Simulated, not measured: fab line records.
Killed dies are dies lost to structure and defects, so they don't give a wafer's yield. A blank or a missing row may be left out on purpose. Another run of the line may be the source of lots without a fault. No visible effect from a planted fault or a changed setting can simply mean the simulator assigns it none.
fab line records	flow sfqLine
record lots=14	wafers=42	lastDay=81
route steps=325 shown R5@223 C5@247 M6@264 I6@275
lots untouched by any fault: they come from a run of this same line in which no faults occurred
startH: hours from the record's first day to the start of the lot's first wafer shown	waitH: hours from the lot's prior step to this one	" identical to the entry in the row above	L1.1+2: several wafers, shown together as one row	- no value, or no start given	* or withheld: withheld	< > ~ a bound
route shown NAME@n: names a module that has steps shown in the file, with the first one's number in the route	usual: the fault-free wafers' mean and standard deviation	same: alike in all rows	chamber/n: place in a boat	sites: the reading at each site	_std_site: standard deviation across them	_edge_site: mean of outer sites minus mean of inner sites	radiusMm: for every site, how far away it sits from the centre of the wafer	mask NAME#n: copy n	behind: the tool/chamber that last shaped the wafer	hold: reason for holding the lot/hours on hold/outcome of the hold	device: transistor that didn't switch, given as n, p or np	end of line: tests run on the same wafers once the route is complete	a step without rows: its recipe alone	killed: dies lost to structure and defects at the first sort, not the wafer's yield	map: a wafer's dies, x killed, . not, _ none there
set.NAME: setting as actually run; set.NAME@STEP: the setting as run at that earlier step	model.NAME: the simulator's own value behind a step, which no gauge read
route steps across a sampled set of lots; one table per step, one row per wafer
services: the hour from which a tool's chamber was out of use, counted from the record's first day as startH (under 0 if before that day), plus the number of hours and why
## steps
# step SFQ_R5_OVL_MEAS_935
# usual R5_OVL=2/6.5
lot.wafer	tool	chamber	startH	waitH	R5_OVL[nm]
L254.4	overlay-01	-	1198.67	0.1	-3
L254.5	"	-	"	"	-3
L254.6	"	-	"	"	-5
L255.3	overlay-01	-	1204.62	0.1	6
L255.4	"	-	"	"	6
L255.5	"	-	"	"	10
L256.3	overlay-01	-	1212.55	0.1	9
L256.4	"	-	"	"	5
L256.6	"	-	"	"	1
L258.3	overlay-01	-	1213.75	0.1	5
L258.5	"	-	"	"	7
L258.6	"	-	"	"	7
L261.1	overlay-01	-	1312.94	0.1	2
L261.3	"	-	"	"	-1
L261.6	"	-	"	"	-11
L262.2	overlay-02	-	1339.32	0.1	4
L262.3	"	-	"	"	6
L262.4	"	-	"	"	-2
L263.1	overlay-02	-	1347.71	0.1	1
L263.3	"	-	"	"	11
L263.5	"	-	"	"	1
L270.4	overlay-02	-	1482.76	0.1	-2
L270.5	"	-	"	"	-4
L270.6	"	-	"	"	-2
L271.1	overlay-01	-	1607.72	0.1	2
L271.4	"	-	"	"	3
L271.5	"	-	"	"	5
L272.1	overlay-02	-	1608.92	0.1	11
L272.2	"	-	"	"	11
L272.4	"	-	"	"	13
L273.2	overlay-01	-	1611.33	0.1	4
L273.3	"	-	"	"	4
L273.5	"	-	"	"	7
L274.2	overlay-01	-	1614.47	0.1	4
L274.3	"	-	"	"	17
L274.5	"	-	"	"	13
L275.3	overlay-02	-	1657.23	0.1	7
L275.4	"	-	"	"	2
L275.5	"	-	"	"	11
L276.3	overlay-02	-	1658.43	0.1	0
L276.5	"	-	"	"	-3
L276.6	"	-	"	"	5
# step SFQ_TRILAYER_C5_BARC_OPEN_VIA_ETCH_210
# recipe maskMaterial=PR	chemistry=O2	targetDepthNm=125	target=BARC	sourceW=500	biasW=80	pressureMtorr=30	timeS=41.7
# usual drypumpMotorCurrentA=5.8/0.44	oesProductAu=0.685/0.0043
lot.wafer	tool	chamber	startH	waitH	drypumpMotorCurrentA	oesProductAu	rfHoursCounterH
L254.4	rieDiel-02	1	1310.57	0.0	6.4	0.687	7
L254.5	"	2	"	"	5.5	0.689	-
L254.6	"	1	"	"	6.5	0.689	-
L255.3	rieDiel-03	1	1315.37	0.0	6.4	0.688	18
L255.4	"	1	"	"	6.4	0.685	-
L255.5	"	2	"	"	5.7	0.687	-
L256.3	rieDiel-04	1	1341.75	0.0	5.3	0.690	16
L256.4	"	0	"	"	6.2	0.684	17
L256.6	"	3	"	"	6.4	0.684	-
L258.3	rieDiel-02	2	1344.15	0.0	5.5	0.691	14
L258.5	"	3	"	"	5.4	0.688	-
L258.6	"	0	"	"	5.9	0.678	-
L261.1	rieDiel-02	2	1423.85	0.0	5.5	0.681	16
L261.3	"	1	"	"	6.4	0.678	9
L261.6	"	2	"	"	5.5	0.685	-
L262.2	rieDiel-03	3	1477.89	0.0	6.2	0.679	19
L262.3	"	0	"	"	5.3	0.696	2
L262.4	"	0	"	"	5.3	0.684	-
L263.1	rieDiel-02	1	1479.09	0.0	6.4	0.684	10
L263.3	"	0	"	"	5.9	0.690	12
L263.5	"	1	"	"	6.4	0.683	-
L270.4	rieDiel-04	2	1594.30	0.0	5.5	0.686	19
L270.5	"	3	"	"	6.4	0.681	-
L270.6	"	0	"	"	6.2	0.680	-
L271.1	rieDiel-03	2	1615.70	0.0	5.7	0.685	14
L271.4	"	3	"	"	6.2	0.687	0
L271.5	"	1	"	"	6.4	0.691	-
L272.1	rieDiel-03	0	1624.16	0.0	5.3	0.683	4
L272.2	"	1	"	"	6.4	0.686	2
L272.4	"	3	"	"	6.2	0.691	1
L273.2	rieDiel-03	2	1707.40	0.0	5.7	0.684	15
L273.3	"	0	"	"	5.3	0.686	5
L273.5	"	0	"	"	5.2	0.685	-
L274.2	rieDiel-02	1	1712.05	0.0	6.4	0.686	12
L274.3	"	0	"	"	5.9	0.680	15
L274.5	"	3	"	"	5.4	0.691	-
L275.3	rieDiel-03	3	1751.76	0.0	6.2	0.682	2
L275.4	"	2	"	"	5.7	0.689	16
L275.5	"	1	"	"	6.4	0.688	-
L276.3	rieDiel-03	3	1754.34	0.0	6.2	0.681	2
L276.5	"	0	"	"	5.3	0.690	-
L276.6	"	1	"	"	6.4	0.682	-
# step SFQ_TRILAYER_M6_STRIP_STRIP_163
# recipe gas=O2	powerW=200	platenTempC=40	overashFraction=0.65	chemistry=O2	pressureMtorr=50
# usual drypumpMotorCurrentA=5.9/0.37	oesProductAu=1.001/0.009
lot.wafer	tool	chamber	startH	waitH	drypumpMotorCurrentA	oesProductAu	rfHoursCounterH
L254.4	rieMetal-01	0	1427.84	0.2	5.7	1.012	-
L254.5	"	1	"	"	5.8	1.004	-
L254.6	"	0	"	"	5.7	1.018	-
L255.3	rieMetal-04	0	1430.24	0.2	5.3	0.994	-
L255.4	"	1	"	"	5.8	1.014	-
L255.5	"	0	"	"	5.3	0.997	-
L256.3	rieMetal-02	1	1433.96	0.2	6.2	0.995	-
L256.4	"	0	"	"	6.4	1.008	-
L256.6	"	1	"	"	6.2	0.999	-
L258.3	rieMetal-01	0	1435.55	0.5	5.7	1.006	-
L258.5	"	0	"	"	5.7	1.003	-
L258.6	"	0	"	"	5.7	1.012	-
L261.1	rieMetal-04	0	1438.56	0.1	5.3	0.996	128
L261.3	"	1	"	"	5.9	0.996	-
L261.6	"	1	"	"	5.8	1.010	-
L262.2	rieMetal-04	0	1586.24	0.1	5.2	1.002	7
L262.3	"	0	"	"	5.2	1.003	-
L262.4	"	1	"	"	5.8	1.004	-
L263.1	rieMetal-01	1	1587.44	0.1	5.8	1.016	59
L263.3	"	0	"	"	5.7	1.012	-
L263.5	"	0	"	"	5.7	1.011	-
L270.4	rieMetal-02	1	1620.88	0.2	6.2	0.993	-
L270.5	"	1	"	"	6.2	0.986	-
L270.6	"	0	"	"	6.4	0.998	-
L271.1	rieMetal-02	1	1655.03	0.1	6.2	0.977	51
L271.4	"	0	"	"	6.4	0.991	-
L271.5	"	1	"	"	6.2	0.995	-
L272.1	rieMetal-04	1	1656.23	0.1	5.9	1.027	80
L272.2	"	0	"	"	5.3	0.998	16
L272.4	"	0	"	"	5.3	1.013	-
L273.2	rieMetal-04	0	1711.03	0.1	5.2	1.009	24
L273.3	"	0	"	"	5.3	1.012	-
L273.5	"	1	"	"	5.8	1.021	-
L274.2	rieMetal-04	1	1717.16	0.1	5.8	1.010	89
L274.3	"	0	"	"	5.3	0.988	-
L274.5	"	1	"	"	5.8	1.004	-
L275.3	rieMetal-04	1	1765.16	0.2	5.9	1.000	-
L275.4	"	0	"	"	5.3	1.000	-
L275.5	"	0	"	"	5.3	0.997	-
L276.3	rieMetal-02	1	1766.74	0.5	6.2	0.994	-
L276.5	"	1	"	"	6.2	0.988	-
L276.6	"	1	"	"	6.2	0.994	-
# step SFQ_TRILAYER_I6_VIA_LITHO_DEVELOP_171
# recipe timeS=60	resist=KrF
# usual chillPlateTempC=23.01/0.11	exhaustPa=45.1/1
lot.wafer	tool	chamber	startH	waitH	chillPlateTempC	exhaustPa
L254.4	lithoTrack-01	0	1548.58	0.1	22.97	46.5
L254.5	"	0	"	"	23.01	46.2
L254.6	"	0	"	"	22.84	46.1
L255.3	lithoTrack-03	0	1552.15	0.1	23.05	44.8
L255.4	"	0	"	"	22.83	45.4
L255.5	"	0	"	"	22.98	45.4
L256.3	lithoTrack-01	0	1558.19	0.1	22.99	43.4
L256.4	"	0	"	"	22.95	42.9
L256.6	"	0	"	"	22.75	43.2
L258.3	lithoTrack-03	0	1560.59	0.1	23.08	45.0
L258.5	"	0	"	"	22.98	45.8
L258.6	"	0	"	"	22.85	45.4
L261.1	lithoTrack-02	-	1565.47	0.1	-	-
L261.3	"	-	"	"	-	-
L261.6	"	-	"	"	-	-
L262.2	lithoTrack-02	-	1595.34	0.1	-	-
L262.3	"	-	"	"	-	-
L262.4	"	-	"	"	-	-
L263.1	lithoTrack-02	0	1596.51	0.1	22.74	44.8
L263.3	"	0	"	"	22.83	46.4
L263.5	"	0	"	"	22.78	46.6
L270.4	lithoTrack-02	0	1722.86	0.1	23.08	46.1
L270.5	"	0	"	"	23.12	45.9
L270.6	"	0	"	"	23.14	46.5
L271.1	lithoTrack-02	0	1751.59	0.1	22.98	45.3
L271.4	"	0	"	"	22.97	43.5
L271.5	"	0	"	"	23.04	47.1
L272.1	lithoTrack-03	0	1756.39	0.1	23.13	46.4
L272.2	"	0	"	"	22.94	46.6
L272.4	"	0	"	"	22.98	45.7
L273.2	lithoTrack-02	0	1762.21	0.1	23.04	43.9
L273.3	"	0	"	"	23.03	45.3
L273.5	"	0	"	"	22.89	45.7
L274.2	lithoTrack-03	0	1763.41	0.1	23.15	45.2
L274.3	"	0	"	"	23.09	44.3
L274.5	"	0	"	"	23.04	44.1
L275.3	lithoTrack-02	0	1772.28	0.1	23.20	46.5
L275.4	"	0	"	"	23.21	45.4
L275.5	"	0	"	"	23.21	44.9
L276.3	lithoTrack-02	0	1774.51	0.1	22.87	45.7
L276.5	"	0	"	"	22.90	45.1
L276.6	"	0	"	"	22.95	47.4
## services
tool	chamber	startH	hours	kind
rieDiel-03	0	1297.91	7.6	repair
rieDiel-03	1	1326.58	6.2	repair
rieDiel-03	3	1338.26	2.2	repair
rieDiel-03	-	1346.36	28.1	pm
rieMetal-04	0	1356.73	22.2	repair
rieDiel-03	-	1402.82	0.3	repair
rieDiel-02	0	1422.31	1.7	repair
rieDiel-03	0	1485.63	17.8	repair
rieDiel-02	2	1487.40	10.3	repair
rieDiel-03	-	1496.02	0.4	repair
rieDiel-03	0	1511.07	6.8	repair
rieMetal-04	0	1522.88	26.9	repair
rieMetal-04	-	1526.55	2.8	pm
rieMetal-02	1	1574.40	13.5	repair
rieDiel-03	0	1608.97	4.4	repair
rieDiel-03	0	1648.25	1.5	repair
rieDiel-02	0	1654.53	3.7	repair
rieMetal-04	-	1684.78	4.3	pm
rieDiel-02	2	1689.63	1.3	repair
rieDiel-03	3	1713.87	6.8	repair
rieDiel-03	-	1736.97	2.8	pm
rieDiel-02	-	1757.39	0.8	repair
rieMetal-04	0	1766.39	15.0	repair
rieDiel-03	1	1766.75	3.0	repair
## key
firstSign step=SFQ_TRILAYER_I6_VIA_LITHO_DEVELOP_171	reading=toolRecord	direction=missing
effect none on later readings
metAt SFQ_TRILAYER_I6_VIA_LITHO_DEVELOP_171
struckLots L261,L262
notActingAt SFQ_R5_OVL_MEAS_935,SFQ_TRILAYER_C5_BARC_OPEN_VIA_ETCH_210,SFQ_TRILAYER_M6_STRIP_STRIP_163
fault kind=skippedStepWhole	tool=lithoTrack-02	chamber=-	onsetH=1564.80	steps=SFQ_TRILAYER_I6_VIA_LITHO_DEVELOP_171	scope=struckLotsOnly
